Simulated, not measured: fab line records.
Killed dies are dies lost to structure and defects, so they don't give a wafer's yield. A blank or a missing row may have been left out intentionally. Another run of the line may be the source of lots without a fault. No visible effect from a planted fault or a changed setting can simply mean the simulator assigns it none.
Comparing a struck lot with a sound one ; flow sky130 ; 18 out of 708 route steps
Sound: the wafers L372.3, L372.4, L372.5. Struck: wafers L382.2, L382.3 (left out: L382.6, a lot-mate that was not struck); the cause follows at the end.
At each step with rows: each side's tool, then ch and its chambers, then its first start. Under that, the readings that differ: sound wafers ; struck wafers ; difference of the means ; sigmas: that difference in standard deviations of wafers without a fault.
alike: a reading whose means differ by less than 2 such deviations, as well as words and numbers matching on both sides. not compared: withheld readings; readings where some wafer has no value; bounds like >300 that might hide an equal value; numbers whose values overlap and for which the record gives no deviation.
The two part at a step that has a row with sigmas, a row that says differs or no value, or rows on one side only. Non-overlapping numbers with no deviation appear without sigmas and do not part them. Lack of a reading on every wafer of one side parts them only where that side has two or more wafers.

first, 2 steps without rows for these wafers: SKY_CONTACT_PEB_12; SKY_CONTACT_DEVELOP_13 (develop time 60 s).
SKY_CONTACT_CD_MEAS_14: target cd 170 nm.
  sound on cdSem-01 at day 31 18:24; struck on cdSem-01 at day 35 09:53
  alike: cdNm
SKY_CONTACT_OVL_MEAS_15:
  sound on overlay-02 at day 31 18:29; struck on overlay-02 at day 35 09:59
  alike: CONTACT_OVL
SKY_CONTACT_ETCH_16: etches BARC in N2/H2, stops on SiO2, time 45.9 s, target depth 60 nm.
  sound on rieDiel-03 ch 0,1,3, day 31 18:31; struck on rieDiel-01 ch 0,3, day 35 10:01
  alike: drypumpMotorCurrentA, oesProductAu, throttleValvePct
  not compared: rfHoursCounterH
SKY_CONTACT_ETCH_17: etches SiO2 in C4F8/O2/Ar, stops on Si3N4, target depth 340 nm.
  sound on rieDiel-03 ch 0,1,3, day 31 18:33; struck on rieDiel-01 ch 0,3, day 35 10:03
  alike: oesProductAu
then, 1 step without rows for these wafers: SKY_CONTACT_ETCH_18 (etches Si3N4 in CHF3/O2, stops on TiN, time 39 s, target depth 75 nm).
SKY_CONTACT_STRIP_19: strips in O2/N2.
  sound on plasmaAsher-03 ch 0,1, day 31 18:41; struck on plasmaAsher-01 ch 0, day 35 10:08
  alike: drypumpMotorCurrentA, oesProductAu, stripTimeToEndpointS
  not compared: rfHoursCounterH
then, 3 steps without rows for these wafers: SKY_CONTACT_STRIP_20 (strips in post etch residue remover, time 1200 s); SKY_CONTACT_CLEAN_21 (cleans in IPA, time 180 s); SKY_CONTACT_CLEAN_22 (cleans in O3/DIW).
SKY_CONTACT_SPUTTER_23: material TiN, target thk 20 nm, time 80 s.
  sound on pvdSputter-01 at day 31 19:14; struck on pvdSputter-01 at day 35 10:44
  alike: cathodeDcPowerW, throttleValvePct
SKY_CONTACT_CVD_24: deposits W, target thk 340 nm, time 102.12 s.
  sound on cvdW-02 ch 0,1, day 31 19:20; struck on cvdW-02 ch 1, day 35 10:48
reading;sound;struck;difference;sigmas
model.W_of_CONTACT_CVD_24.thkNm (nm);350.2 336.1 335.7;172.7 173.4;-167.6;
  alike: heaterPowerW
SKY_CONTACT_RS_MEAS_25: measures by four-point-probe.
  sound on filmMetro-04 at day 31 19:27; struck on filmMetro-01 at day 35 10:56
reading;sound;struck;difference;sigmas
CONTACT_W_RS (ohm/sq);0.328 0.341 0.342;0.674 0.670;+0.335;+57
SKY_CONTACT_THK_MEAS_26: measures by xrf.
  sound on filmMetro-04 at day 31 19:33; struck on filmMetro-01 at day 35 11:02
reading;sound;struck;difference;sigmas
CONTACT_W_THK (nm);349 334 335;170 170;-169;-27
SKY_CONTACT_CMP_27: polishes, stops on SiO2, t overpolish 15 s, target thk 0 nm.
  sound on cmp-02 ch 1,2,3, day 31 19:35; struck on cmp-02 ch 0,2, day 35 11:08
reading;sound;struck;difference;sigmas
timeToEndpointS (s);84 82 80;38 44;-41;-11
  alike: motorCurrentA
SKY_METAL1_SPUTTER_00: material Ti, target thk 15 nm, time 10 s.
  sound on pvdSputter-04 at day 31 19:53; struck on pvdSputter-02 at day 35 11:23
  alike: cathodeDcPowerW, throttleValvePct
-- the record jumps here: 13 days lie between the struck wafers' starts before and after (it left off in module METAL1 and takes up again in module PAD_OPEN, whose first step shown is number 708 of the route) --
SKY_PAD_OPEN_PROBE_99:
  record: rows for the struck wafers here (prober-02, day 48 14:52), none for the sound ones

## WHERE THEY PART
At SKY_CONTACT_RS_MEAS_25 first; at SKY_PAD_OPEN_PROBE_99 last (within this record only).

WHY: the cause the simulator had injected
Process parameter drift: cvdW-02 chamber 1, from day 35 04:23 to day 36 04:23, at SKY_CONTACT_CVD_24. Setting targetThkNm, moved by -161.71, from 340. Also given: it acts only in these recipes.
